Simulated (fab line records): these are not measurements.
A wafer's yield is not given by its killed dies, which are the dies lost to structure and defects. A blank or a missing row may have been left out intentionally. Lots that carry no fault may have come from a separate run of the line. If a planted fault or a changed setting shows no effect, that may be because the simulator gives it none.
Problem report in the 8D (eight disciplines) form, filled by code | flow sky130 | the parts of the form that need people (team, actions taken, sign-off) are left out

1. THE PROBLEM
Mean of overpolish_run_s at SKY_VIA4_CMP_21: 0.041 s across 3 wafers in 2 lots; on wafers with no fault it is 25.000 s (standard deviation 0.0099). So: -99 or more standard deviations from the usual mean.
The step: polishes, stops on SiO2, t overpolish 25 s, target thk 0 nm.
The first sign was on wafer L221.2 at day 44 13:07, on cmp-01. The record has a number at this step for 36 wafers belonging to 12 lots. Rule for "out", or "out of limits": more than 4 standard deviations from the usual mean. Any other wafer with a number is counted as sound.

2. WHAT IT IS AND WHAT IT IS NOT
question                    | is                                   | is not
which readings at this step | overpolish_run_s, time_to_endpoint_s | motor_current_A, platen_rpm
which lots                  | L221, L222                           | L214, L216, L218, L219, L220, L231, L233, L235, L236, L237
which wafers of those lots  | L221.2, L221.6, L222.3               | L221.3, L222.1, L222.2
read on which tools         | cmp-01                               | cmp-02
when                        | from day 44 13:07                    | up to then (16 sound wafers); but 17 sound wafers of L222, L231, L233, L235, L236, L237 came after

3. THE SUSPECTS, EACH WITH WHAT RULES IT OUT
Counting: any tool at a process step up to the reading remains a suspect provided it ran every lot that is out. Sound lots after the first of them don't rule it out here, since some wafers of a struck lot are sound.
- cmp-01 at SKY_VIA4_CMP_21 (polishes, stops on SiO2, t overpolish 25 s, target thk 0 nm): kept. It ran every lot that is out, first L221 (day 44 13:07); its last sound lot up to then is L220 (day 44 11:23). Its own readings are out on those wafers: overpolish_run_s, time_to_endpoint_s.
- In cmp-01 at SKY_VIA4_CMP_21, the wafers that are out were processed in chamber 2 and their sound lot-mates in chambers 0, 3.
After counting, what remains is cmp-01 at SKY_VIA4_CMP_21.

4. THE CAUSE (what the simulator had put in)
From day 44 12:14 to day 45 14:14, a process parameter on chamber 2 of cmp-01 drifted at SKY_VIA4_CMP_21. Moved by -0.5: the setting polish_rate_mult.
The count eliminated every tool but this one.

5. THE EFFECT CHAIN, in route order
Each row: a reading whose mean over the struck wafers that have a number lies more than 3 standard deviations from the usual. Readings are gone through only where the record gives a usual standard deviation; hours: the median, over the lots, of the time from a lot's start at the first step in this table giving one to that lot's start at this step; sigmas: the change measured in usual standard deviations.
hours | step                  | reading              | usual    | on struck wafers | change  | sigmas
0     | SKY_VIA4_CMP_21       | overpolish_run_s     | 25.000 s | 0.041            | -24.959 | -99 or more
0     | SKY_VIA4_CMP_21       | time_to_endpoint_s   | 122 s    | 190              | +68     | +15
65    | SKY_PAD_OPEN_PROBE_99 | defect_limited_yield | 82.6 %   | 0.0              | -82.6   | -43
65    | SKY_PAD_OPEN_PROBE_99 | killed_at_M4_up      | 3.0      | 408.3            | +405.3  | +99 or more
65    | SKY_PAD_OPEN_PROBE_99 | killed_dies          | 86       | 492              | +406    | +45
65    | SKY_PAD_OPEN_PROBE_99 | killed_on_rim        | 16       | 96               | +80     | +20
65    | SKY_PAD_OPEN_PROBE_99 | sort_bin_3_pad_short | 0.8 %    | 82.9             | +82.1   | +99 or more
65    | SKY_PAD_OPEN_PROBE_99 | sort_n_pass          | 406      | 0                | -406    | -45
65    | SKY_PAD_OPEN_PROBE_99 | sort_yield_pct       | 82.6 %   | 0.0              | -82.6   | -43
Here are the process steps it includes:
- SKY_VIA4_CMP_21: polishes, stops on SiO2, t overpolish 25 s, target thk 0 nm.
- SKY_PAD_OPEN_PROBE_99

6. WHAT WOULD HAVE CAUGHT IT SOONER
In this record the first reading out of limits was taken at day 44 13:07, 1 hour after the fault began at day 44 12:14.
